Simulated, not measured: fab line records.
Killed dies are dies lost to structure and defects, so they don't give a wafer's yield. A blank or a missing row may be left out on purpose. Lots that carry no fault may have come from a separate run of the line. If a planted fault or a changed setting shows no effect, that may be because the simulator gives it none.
2 desks, one fault | flow sky130 | numbers are kept per desk, each desk with only its own; the story behind them comes last

== THE METROLOGY DESK ==
Means of the sampled wafers that have a number, per lot and without regard to the tool the lot ran on: this is what the gauges read. Marked OUT: a lot whose mean sits more than 4 standard deviations from the usual mean, which makes it out of limits; the brackets give that distance.
Columns: A = VIA3_W_THK at SKY_VIA3_THK_MEAS_23, usual 377 nm
lot  | first seen here | A
L355 | day 40 10:08    | 377
L357 | day 40 18:59    | 378
L356 | day 40 22:35    | 368
L363 | day 42 15:31    | 376
L367 | day 43 15:34    | 377
L368 | day 44 01:19    | 383
L369 | day 44 07:33    | 371
L375 | day 45 17:10    | 383
L376 | day 45 22:08    | 373
L377 | day 46 02:13    | 377
L378 | day 46 02:59    | 372
Finding of this desk: none of the 11 lots has anything out of limits.

== FOR THE TOOL OWNER'S DESK: pvd-sputter-01 ==
The tool's own readings at SKY_METAL2_SPUTTER_04 (material TiN, target thk 70 nm, time 58.3 s): means of the sampled wafers that have a number, for each lot that ran on this tool. Marked OUT: a lot whose mean sits more than 4 standard deviations from the usual mean, which makes it out of limits; the brackets give that distance.
Columns: A = throttle-valve-pct at SKY_METAL2_SPUTTER_04, usual 30.3 %
lot  | first seen here | A
L356 | day 35 08:15    | 29.5
L363 | day 37 05:34    | 29.3
L375 | day 40 18:46    | 30.1
Finding of this desk: none of the 3 lots has anything out of limits.

== ALL TOGETHER ==
Metrology desk: nothing out of limits seen.
Nothing out of limits was seen by the tool owner's desk.

== WHAT THE SIMULATOR HAD PUT IN ==
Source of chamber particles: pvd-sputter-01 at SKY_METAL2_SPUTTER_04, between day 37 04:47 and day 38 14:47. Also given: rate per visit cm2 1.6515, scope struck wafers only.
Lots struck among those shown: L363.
